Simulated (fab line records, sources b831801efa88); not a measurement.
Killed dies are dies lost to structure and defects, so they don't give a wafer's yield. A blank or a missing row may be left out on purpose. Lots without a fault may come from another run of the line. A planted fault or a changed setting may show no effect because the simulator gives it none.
fab line records | flow gf180mcu | part 1 of 2: steps 1 to 25 of 34
record lots=5 wafers=15 last_day=33
route steps=602 shown M1@331 V1@335 M2@362
lots that met no fault: from a run of the same line without faults
start_h: hours from the record's first day to the start of the lot's first wafer shown | wait_h: hours since the lot's step before | " the same as in the row above | L1.1+2: a row that stands for several wafers | - no value, or no start given | * or withheld: withheld | < > ~ a bound
route shown NAME@n: a module of which the file shows steps, and the number in the route of the first | usual: mean/standard deviation of fault-free wafers | same: alike in all rows | chamber/n: place in a boat | sites: the reading at each site | _std_site: their standard deviation | _edge_site: outer sites' mean less inner sites' | radius_mm: how far each site lies from the wafer's centre | mask NAME#n: copy n | behind: the tool/chamber that last shaped the wafer | hold: why the lot was held/for how many hours/how that ended | device: the transistor (n, p or np) that didn't switch | end of line: the same wafers' tests at the end of the route | a step without rows: its recipe alone | killed: dies lost to structure and defects at the first sort, not the wafer's yield | map: a wafer's dies, x killed, . not, _ none there
set.NAME: the setting as run; set.NAME@STEP: as run at that earlier step | model.NAME: the simulator's own value behind a step, which no gauge read
lots at some steps of the route; a table a step, a row a wafer
services: from which hour (start_h, from the record's first day; less than 0 if before it) a tool's chamber was out of use, for how many hours, and why
## steps
# step GF_M1_METAL_ETCH_16
# recipe chemistry=Cl2/BCl3 mask_material=KrF target_depth_nm=750.8 stop_on=SiO2 pressure_mtorr=8 icp_w=800 bias_w=140 Cl2_flow_sccm=80 bcl3_flow_sccm=40 time_s=125.1
# usual chamber_pressure_mTorr=8.000/0.007 drypump_motor_current_A=5.82/0.19 mfc_cl2_sccm=79.98/0.24 oes_product_au=0.993/0.006 throttle_valve_pct=28.226/0.0098
# columns lot.wafer tool chamber start_h wait_h chamber_pressure_mTorr drypump_motor_current_A mfc_cl2_sccm oes_product_au rf_hours_counter_h throttle_valve_pct
L075.2 rie_metal-04 0 395.86 0.1 8.001 5.60 79.99 0.993 - 28.215
L075.3 " 0 " " 7.997 5.61 79.98 0.984 - 28.220
L075.4 " 0 " " 8.008 5.62 79.95 0.994 - 28.218
L081.2 rie_metal-04 0 452.15 0.0 7.994 5.65 79.93 0.994 1 28.224
L081.4 " 1 " " 8.008 5.91 80.12 0.993 - 28.219
L081.5 " 1 " " 8.005 5.88 79.67 0.999 - 28.234
L082.1 rie_metal-02 1 460.49 0.0 7.998 6.08 80.25 0.988 10 28.224
L082.3 " 0 " " 7.994 5.94 80.03 0.990 - 28.225
L082.5 " 1 " " 8.004 6.09 80.13 0.979 - 28.240
L084.2 rie_metal-04 1 474.30 0.0 8.016 5.86 80.25 0.989 2 28.233
L084.5 " 0 " " 7.997 5.63 79.87 0.992 - 28.222
L084.6 " 1 " " 7.989 5.89 80.21 0.988 - 28.243
L092.2 rie_metal-03 0 547.15 0.0 7.991 5.95 79.74 0.996 5 28.208
L092.4 " 0 " " 7.990 5.96 79.87 0.991 - 28.226
L092.6 " 0 " " 7.997 5.96 79.83 0.991 - 28.230
# step GF_M1_STRIP_17
# recipe chemistry=O2/N2 power_w=1400 pressure_mtorr=1500 platen_temp_c=250 o2_flow_sccm=3000 n2_flow_sccm=300 overash_fraction=0.5
# usual chamber_pressure_mTorr=1500.0/1.5 drypump_motor_current_A=5.6/0.3 heater_power_w=337/40 oes_product_au=0.537/0.0045 strip_time_to_endpoint_s=7.36/0.053
# columns lot.wafer tool chamber start_h wait_h chamber_pressure_mTorr drypump_motor_current_A heater_power_w oes_product_au rf_hours_counter_h strip_time_to_endpoint_s
L075.2 plasma_asher-03 0 396.07 0.2 1501.7 5.7 348 0.536 78 7.37
L075.3 " 0 " " 1501.0 5.6 344 0.538 - 7.40
L075.4 " 1 " " 1501.5 5.5 409 0.534 - 7.39
L081.2 plasma_asher-04 1 452.28 0.1 1501.5 5.4 262 0.538 34 7.38
L081.4 " 1 " " 1502.7 5.4 269 0.540 - 7.41
L081.5 " 1 " " 1498.9 5.4 269 0.536 - 7.38
L082.1 plasma_asher-04 0 460.62 0.1 1500.7 5.9 316 0.535 35 7.40
L082.3 " 1 " " 1500.3 5.4 267 0.528 - 7.28
L082.5 " 0 " " 1500.9 5.9 319 0.536 - 7.47
L084.2 plasma_asher-04 0 474.43 0.1 1500.1 5.8 323 0.534 37 7.39
L084.5 " 1 " " 1499.5 5.4 265 0.539 - 7.34
L084.6 " 0 " " 1500.3 5.9 320 0.535 - 7.37
L092.2 plasma_asher-04 1 547.28 0.1 1499.1 5.4 262 0.541 45 7.39
L092.4 " 0 " " 1499.9 5.8 319 0.537 - 7.39
L092.6 " 0 " " 1499.9 5.9 311 0.541 - 7.37
# step GF_M1_STRIP_18
# recipe chemistry=post_etch_residue_remover time_s=1200 temp_c=72.5
# columns lot.wafer tool chamber start_h wait_h
L075.2+3+4 wet_bench-04 1 396.17 0.1
L081.2+4+5 wet_bench-03 1 452.38 0.1
L082.1+3+5 wet_bench-03 0 460.72 0.1
L084.2+5+6 wet_bench-04 0 474.53 0.1
L092.2+4+6 wet_bench-02 1 547.38 0.1
# step GF_M1_CLEAN_19
# recipe chemistry=DIW dry=n2_spin
# columns lot.wafer tool chamber start_h wait_h
L075.2+3+4 wet_bench-03 3 396.51 0.0
L081.2+4+5 wet_bench-02 1 452.72 0.0
L082.1+3+5 wet_bench-02 2 461.09 0.0
L084.2+5+6 wet_bench-02 3 474.87 0.0
L092.2+4+6 wet_bench-03 2 547.72 0.0
# step GF_V1_CVD_00
# recipe material=SiO2 target_thk_nm=600 sigma_open_frac=0.3 temp_c=400 time_s=100 sih4_flow_sccm=60 pressure_mtorr=6
# usual pressure_mtorr=6.001/0.012
# columns lot.wafer tool chamber start_h wait_h pressure_mtorr
L075.2 hdpcvd-02 2 396.70 0.0 6.008
L075.3 " 1 " " 5.994
L075.4 " 1 " " 5.989
L081.2 hdpcvd-02 2 452.81 0.0 5.998
L081.4 " 0 " " 5.987
L081.5 " 2 " " 6.015
L082.1 hdpcvd-01 1 461.18 0.0 5.992
L082.3 " 0 " " 6.011
L082.5 " 2 " " 5.992
L084.2 hdpcvd-02 1 474.97 0.0 6.000
L084.5 " 0 " " 6.016
L084.6 " 1 " " 6.008
L092.2 hdpcvd-02 0 547.81 0.0 5.986
L092.4 " 0 " " 6.016
L092.6 " 2 " " 6.004
# step GF_V1_THK_MEAS_01
# recipe reads=SiO2_of_V1_CVD_00
# usual V1_CVD_00_THK=596/7.8
# columns lot.wafer tool chamber start_h wait_h V1_CVD_00_THK[nm]
L075.2 film_metro-03 - 396.78 0.0 602
L075.3 " - " " 603
L075.4 " - " " 600
L081.2 film_metro-01 - 452.89 0.0 596
L081.4 " - " " 590
L081.5 " - " " 588
L082.1 film_metro-01 - 461.25 0.0 603
L082.3 " - " " 591
L082.5 " - " " 590
L084.2 film_metro-03 - 475.05 0.0 595
L084.5 " - " " 589
L084.6 " - " " 598
L092.2 film_metro-01 - 547.89 0.0 593
L092.4 " - " " 594
L092.6 " - " " 590
# step GF_V1_CVD_02
# recipe material=SiO2 target_thk_nm=850 precursor=TEOS temp_c=400 time_s=94.851 rf_w=600
# usual heater_power_w=731/120
# columns lot.wafer tool chamber start_h wait_h heater_power_w
L075.2 pecvd-01 2 396.83 0.0 599
L075.3 " 1 " " 908
L075.4 " 2 " " 656
L081.2 pecvd-01 1 452.94 0.0 943
L081.4 " 1 " " 995
L081.5 " 2 " " 682
L082.1 pecvd-01 2 461.31 0.1 593
L082.3 " 1 " " 983
L082.5 " 0 " " 719
L084.2 pecvd-04 0 475.10 0.0 729
L084.5 " 2 " " 707
L084.6 " 0 " " 775
L092.2 pecvd-01 1 547.94 0.0 942
L092.4 " 1 " " 767
L092.6 " 0 " " 785
# step GF_V1_THK_MEAS_03
# recipe reads=SiO2_of_V1_CVD_02
# usual V1_CVD_02_THK=845/11
# columns lot.wafer tool chamber start_h wait_h V1_CVD_02_THK[nm]
L075.2 film_metro-01 - 396.91 0.0 843
L075.3 " - " " 834
L075.4 " - " " 840
L081.2 film_metro-04 - 453.02 0.0 844
L081.4 " - " " 856
L081.5 " - " " 861
L082.1 film_metro-04 - 461.38 0.0 838
L082.3 " - " " 839
L082.5 " - " " 853
L084.2 film_metro-01 - 475.18 0.0 828
L084.5 " - " " 856
L084.6 " - " " 852
L092.2 film_metro-04 - 548.02 0.0 837
L092.4 " - " " 849
L092.6 " - " " 856
# step GF_V1_CMP_04
# recipe material=SiO2 down_force_psi=4 platen_rpm=60 pad_velocity_m_s=0.94248
# usual motor_current_A=12.5/1.3 time_to_endpoint_s=80/5.8
# columns lot.wafer tool chamber start_h wait_h motor_current_A time_to_endpoint_s
L075.3 cmp-01 0 396.96 0.0 11.3 74
L075.4 " 2 " " 12.9 85
L075.2 " 3 " " 11.8 79
L081.2 cmp-02 0 453.12 0.1 13.7 86
L081.4 " 2 " " 11.1 85
L081.5 " 3 " " 13.0 86
L082.1 cmp-01 0 461.44 0.1 11.0 70
L082.3 " 1 " " 10.9 72
L082.5 " 1 " " 11.7 77
L084.2 cmp-01 2 475.33 0.1 13.3 79
L084.6 " 0 " " 11.7 77
L084.5 " 1 " " 11.8 77
L092.4 cmp-02 3 548.07 0.0 13.3 82
L092.2 " 1 " " 15.0 76
L092.6 " 0 " " 13.5 92
# step GF_V1_BOW_MEAS_05
# recipe mode=bow
# usual V1_BOW=83/8.2
# columns lot.wafer tool chamber start_h wait_h V1_BOW[um]
L075.2 film_metro-01 - 397.28 0.1 83
L075.3 " - " " 84
L075.4 " - " " 78
L081.2 film_metro-04 - 453.39 0.2 82
L081.4 " - " " 71
L081.5 " - " " 82
L082.1 film_metro-04 - 461.74 0.2 80
L082.3 " - " " 85
L082.5 " - " " 87
L084.2 film_metro-01 - 475.55 0.2 80
L084.5 " - " " 86
L084.6 " - " " 74
L092.2 film_metro-01 - 548.39 0.2 66
L092.4 " - " " 82
L092.6 " - " " 70
# step GF_V1_DEHYDRATE_06
# recipe temp_c=200 time_s=60
# usual resist_line_temp_C=22.99/0.11
# columns lot.wafer tool chamber start_h wait_h resist_line_temp_C
L075.2 litho_track-03 0 407.97 10.7 23.11
L075.3 " 0 " " 23.05
L075.4 " 0 " " 23.12
L081.2 litho_track-02 0 465.06 11.6 23.07
L081.4 " 0 " " 23.08
L081.5 " 0 " " 22.91
L082.1 litho_track-02 0 473.38 11.6 23.02
L082.3 " 0 " " 23.03
L082.5 " 0 " " 23.01
L084.2 litho_track-01 0 487.15 11.6 22.82
L084.5 " 0 " " 22.94
L084.6 " 0 " " 22.97
L092.2 litho_track-03 0 558.77 10.4 23.02
L092.4 " 0 " " 23.01
L092.6 " 0 " " 22.72
# step GF_V1_HMDS_07
# recipe prime_time_s=60 prime_temp_c=120
# usual resist_line_temp_C=23.01/0.1
# columns lot.wafer tool chamber start_h wait_h resist_line_temp_C
L075.2 litho_track-03 0 408.12 0.1 22.97
L075.3 " 0 " " 22.90
L075.4 " 0 " " 23.05
L081.2 litho_track-02 0 465.21 0.1 23.02
L081.4 " 0 " " 22.95
L081.5 " 0 " " 23.04
L082.1 litho_track-02 0 473.53 0.1 23.06
L082.3 " 0 " " 23.06
L082.5 " 0 " " 23.03
L084.2 litho_track-01 0 487.30 0.1 22.86
L084.5 " 0 " " 22.87
L084.6 " 0 " " 23.04
L092.2 litho_track-03 0 558.92 0.1 23.00
L092.4 " 0 " " 22.75
L092.6 " 0 " " 23.01
# step GF_V1_COAT_08
# recipe resist=BARC temp_c=withheld time_s=withheld spin_rpm=withheld resist_thk_nm=withheld
# usual resist_line_temp_C=*
# columns lot.wafer tool chamber start_h wait_h resist_line_temp_C
L075.2 litho_track-03 0 408.27 0.1 *
L075.3 " 0 " " *
L075.4 " 0 " " *
L081.2 litho_track-02 0 465.36 0.1 *
L081.4 " 0 " " *
L081.5 " 0 " " *
L082.1 litho_track-02 0 473.68 0.1 *
L082.3 " 0 " " *
L082.5 " 0 " " *
L084.2 litho_track-01 0 487.45 0.1 *
L084.5 " 0 " " *
L084.6 " 0 " " *
L092.2 litho_track-03 0 559.07 0.1 *
L092.4 " 0 " " *
L092.6 " 0 " " *
# step GF_V1_COAT_09
# recipe resist=KrF spin_rpm=withheld resist_thk_nm=1000
# usual resist_line_temp_C=22.97/0.1
# columns lot.wafer tool chamber start_h wait_h resist_line_temp_C
L075.2 litho_track-03 0 - - 22.94
L075.3 " 0 " " 22.93
L075.4 " 0 " " 22.96
L081.2 litho_track-02 0 - - 23.01
L081.4 " 0 " " 23.03
L081.5 " 0 " " 23.09
L082.1 litho_track-02 0 - - 23.02
L082.3 " 0 " " 22.87
L082.5 " 0 " " 22.96
L084.2 litho_track-01 0 - - 22.92
L084.5 " 0 " " 22.84
L084.6 " 0 " " 22.92
L092.2 litho_track-03 0 - - 22.79
L092.4 " 0 " " 22.88
L092.6 " 0 " " 22.89
# step GF_V1_SOFTBAKE_10
# recipe temp_c=130 time_s=60 resist=KrF
# usual resist_line_temp_C=23.00/0.094
# columns lot.wafer tool chamber start_h wait_h resist_line_temp_C
L075.2 litho_track-03 0 - - 23.15
L075.3 " 0 " " 23.05
L075.4 " 0 " " 23.09
L081.2 litho_track-02 0 - - 23.09
L081.4 " 0 " " 23.18
L081.5 " 0 " " 23.26
L082.1 litho_track-02 0 - - 22.99
L082.3 " 0 " " 22.86
L082.5 " 0 " " 22.96
L084.2 litho_track-01 0 - - 22.98
L084.5 " 0 " " 23.06
L084.6 " 0 " " 22.91
L092.2 litho_track-03 0 - - 22.95
L092.4 " 0 " " 23.03
L092.6 " 0 " " 23.04
# step GF_V1_EXPOSE_11
# recipe mask_id=Via1 target_cd_nm=260 na=0.68 source_shape=conventional sigma_outer=0.6 dose_mj=38
# usual exposure_dose_mJ_cm2=38.00/0.035
# same na=0.68
# columns lot.wafer tool chamber start_h wait_h mask exposure_dose_mJ_cm2
L075.2 krf_scanner-01 0 - - Via1#0 37.97
L075.3 " 0 " " Via1#0 38.01
L075.4 " 0 " " Via1#0 37.96
L081.2 krf_scanner-02 0 - - Via1#0 38.02
L081.4 " 0 " " Via1#0 37.97
L081.5 " 0 " " Via1#0 38.01
L082.1 krf_scanner-01 0 - - Via1#0 37.98
L082.3 " 0 " " Via1#0 38.03
L082.5 " 0 " " Via1#0 38.06
L084.2 krf_scanner-01 0 - - Via1#0 37.95
L084.5 " 0 " " Via1#0 37.95
L084.6 " 0 " " Via1#0 37.95
L092.2 krf_scanner-02 0 - - Via1#0 38.03
L092.4 " 0 " " Via1#0 38.04
L092.6 " 0 " " Via1#0 37.98
# step GF_V1_PEB_12
# recipe peb_temp_c=135 peb_time_s=90 resist=KrF
# usual resist_line_temp_C=23.00/0.11
# columns lot.wafer tool chamber start_h wait_h resist_line_temp_C
L075.2 litho_track-02 0 - - 23.12
L075.3 " 0 " " 22.97
L075.4 " 0 " " 23.15
L081.2 litho_track-03 0 - - 23.22
L081.4 " 0 " " 23.07
L081.5 " 0 " " 23.14
L082.1 litho_track-01 0 - - 23.08
L082.3 " 0 " " 23.05
L082.5 " 0 " " 23.10
L084.2 litho_track-01 0 - - 23.01
L084.5 " 0 " " 23.03
L084.6 " 0 " " 22.95
L092.2 litho_track-03 0 - - 23.07
L092.4 " 0 " " 23.05
L092.6 " 0 " " 23.13
# step GF_V1_DEVELOP_13
# recipe develop_time_s=60 resist=KrF dev_temp_c=21
# usual resist_line_temp_C=23.01/0.092
# columns lot.wafer tool chamber start_h wait_h resist_line_temp_C
L075.2 litho_track-02 0 420.61 0.2 22.94
L075.3 " 0 " " 23.05
L075.4 " 0 " " 22.98
L081.2 litho_track-03 0 477.22 0.2 22.93
L081.4 " 0 " " 22.86
L081.5 " 0 " " 22.92
L082.1 litho_track-01 0 485.88 0.2 23.10
L082.3 " 0 " " 22.98
L082.5 " 0 " " 23.10
L084.2 litho_track-01 0 499.10 0.2 23.03
L084.5 " 0 " " 22.98
L084.6 " 0 " " 22.98
L092.2 litho_track-03 0 570.42 0.2 22.99
L092.4 " 0 " " 22.99
L092.6 " 0 " " 22.89
# step GF_V1_CD_MEAS_14
# recipe target_cd_nm=260
# usual cd_nm=259.9/1.4
# columns lot.wafer tool chamber start_h wait_h cd_nm
L075.2 cd_sem-02 - 420.75 0.1 260.0
L075.3 " - " " 259.9
L075.4 " - " " 259.6
L081.2 cd_sem-02 - 477.36 0.1 256.6
L081.4 " - " " 256.9
L081.5 " - " " 257.0
L082.1 cd_sem-02 - 486.03 0.1 260.3
L082.3 " - " " 260.1
L082.5 " - " " 259.7
L084.2 cd_sem-01 - 499.25 0.1 258.4
L084.5 " - " " 260.2
L084.6 " - " " 259.8
L092.2 cd_sem-02 - 570.56 0.1 258.4
L092.4 " - " " 257.9
L092.6 " - " " 257.8
# step GF_V1_OVL_MEAS_15
# usual V1_OVL=1/5.8
# columns lot.wafer tool chamber start_h wait_h V1_OVL[nm]
L075.2 overlay-02 - 420.86 0.1 -3
L075.3 " - " " 2
L075.4 " - " " 4
L081.2 overlay-02 - 477.47 0.1 -11
L081.4 " - " " 1
L081.5 " - " " -6
L082.1 overlay-02 - 486.15 0.1 3
L082.3 " - " " 6
L082.5 " - " " 3
L084.2 overlay-01 - 499.35 0.1 3
L084.5 " - " " 7
L084.6 " - " " 4
L092.2 overlay-01 - 570.67 0.1 7
L092.4 " - " " 2
L092.6 " - " " -3
# step GF_V1_ETCH_16
# recipe chemistry=N2/H2 target_depth_a=withheld overetch_a=withheld time_s=withheld target=BARC ion_energy_ev=200 source_w=500 bias_w=100 pressure_mtorr=30 n2_flow_sccm=100 h2_flow_sccm=200
# usual chamber_pressure_mTorr=30.007/0.027 drypump_motor_current_A=5.60/0.25 oes_product_au=0.855/0.005 throttle_valve_pct=13.225/0.0098
# columns lot.wafer tool chamber start_h wait_h chamber_pressure_mTorr drypump_motor_current_A oes_product_au throttle_valve_pct
L075.2 rie_diel-03 1 420.89 0.0 30.018 5.96 0.862 13.205
L075.3 " 2 " " 29.996 5.25 0.858 13.214
L075.4 " 3 " " 29.955 5.80 0.856 13.226
L081.2 rie_diel-02 1 477.50 0.0 30.034 5.51 0.852 13.228
L081.4 " 2 " " 29.996 5.96 0.851 13.239
L081.5 " 0 " " 29.987 5.51 0.856 13.221
L082.1 rie_diel-02 2 486.18 0.0 29.971 5.98 0.857 13.231
L082.3 " 3 " " 30.005 5.58 0.857 13.211
L082.5 " 0 " " 29.977 5.48 0.859 13.198
L084.2 rie_diel-04 2 499.38 0.0 30.004 5.67 0.853 13.231
L084.5 " 3 " " 29.996 5.71 0.854 13.221
L084.6 " 0 " " 30.023 5.68 0.856 13.242
L092.2 rie_diel-04 2 570.70 0.0 29.950 5.65 0.850 13.227
L092.4 " 0 " " 30.014 5.70 0.857 13.228
L092.6 " 2 " " 29.990 5.63 0.859 13.229
# step GF_V1_ETCH_17
# recipe chemistry=C4F8/O2/Ar mask_material=KrF target=SiO2 stop_on=TiN source_w=1500 bias_w=1200 pressure_mtorr=40 c4f8_flow_sccm=withheld O2_flow_sccm=6 Ar_flow_sccm=300 time_s=withheld target_depth_a=6300
# usual chamber_pressure_mTorr=40.00/0.042 oes_product_au=0.856/0.0051
# columns lot.wafer tool chamber start_h wait_h chamber_pressure_mTorr oes_product_au
L075.2 rie_diel-03 1 - - 39.99 0.854
L075.3 " 2 " " 40.02 0.860
L075.4 " 3 " " 40.00 0.860
L081.2 rie_diel-02 1 - - 40.02 0.852
L081.4 " 2 " " 39.99 0.858
L081.5 " 0 " " 39.97 0.864
L082.1 rie_diel-02 2 - - 40.00 0.855
L082.3 " 3 " " 39.95 0.850
L082.5 " 0 " " 39.98 0.844
L084.2 rie_diel-04 2 - - 40.04 0.853
L084.5 " 3 " " 39.99 0.861
L084.6 " 0 " " 40.03 0.852
L092.2 rie_diel-04 2 - - 40.29 0.851
L092.4 " 0 " " 40.05 0.858
L092.6 " 2 " " 39.96 0.847
# step GF_V1_STRIP_18
# recipe chemistry=O2/N2 power_w=1400 pressure_mtorr=1500 platen_temp_c=250 o2_flow_sccm=3000 n2_flow_sccm=300 overash_fraction=0.5
# usual chamber_pressure_mTorr=1500.0/1.4 drypump_motor_current_A=5.8/0.34 heater_power_w=308/32 oes_product_au=0.593/0.005
# columns lot.wafer tool chamber start_h wait_h chamber_pressure_mTorr drypump_motor_current_A heater_power_w oes_product_au rf_hours_counter_h
L075.2 plasma_asher-04 1 421.02 - 1499.2 5.4 272 0.597 31
L075.3 " 0 " " 1499.1 5.9 315 0.597 -
L075.4 " 1 " " 1500.8 5.4 266 0.587 -
L081.2 plasma_asher-01 0 477.63 - 1499.7 5.8 331 0.589 81
L081.4 " 1 " " 1501.6 6.4 277 0.589 -
L081.5 " 0 " " 1498.9 5.8 327 0.590 -
L082.1 plasma_asher-03 1 486.31 - 1498.9 5.5 376 0.589 7
L082.3 " 1 " " 1499.6 5.5 375 0.584 -
L082.5 " 1 " " 1498.6 5.5 365 0.593 -
L084.2 plasma_asher-04 0 499.51 - 1502.5 5.9 325 0.595 38
L084.5 " 1 " " 1500.3 5.4 266 0.598 -
L084.6 " 0 " " 1499.7 5.9 322 0.597 -
L092.2 plasma_asher-04 0 570.82 - 1501.0 5.9 331 0.593 48
L092.4 " 1 " " 1501.0 5.4 264 0.596 -
L092.6 " 1 " " 1499.5 5.4 269 0.601 -
# step GF_V1_STRIP_19
# recipe chemistry=post_etch_residue_remover time_s=1200 temp_c=72.5
# columns lot.wafer tool chamber start_h wait_h
L075.2+3+4 wet_bench-02 3 421.12 0.1
L081.2+4+5 wet_bench-02 1 477.73 0.1
L082.1+3+5 wet_bench-01 2 486.41 0.1
L084.2+5+6 wet_bench-02 1 499.61 0.1
L092.2+4+6 wet_bench-01 2 570.92 0.1
# step GF_V1_CLEAN_20
# recipe chemistry=DIW dry=n2_spin
# columns lot.wafer tool chamber start_h wait_h
L075.2+3+4 wet_bench-01 0 421.46 0.0
L081.2+4+5 wet_bench-01 0 478.10 0.0
L082.1+3+5 wet_bench-02 0 487.09 0.0
L084.2+5+6 wet_bench-01 1 499.98 0.0
L092.2+4+6 wet_bench-02 2 571.27 0.0
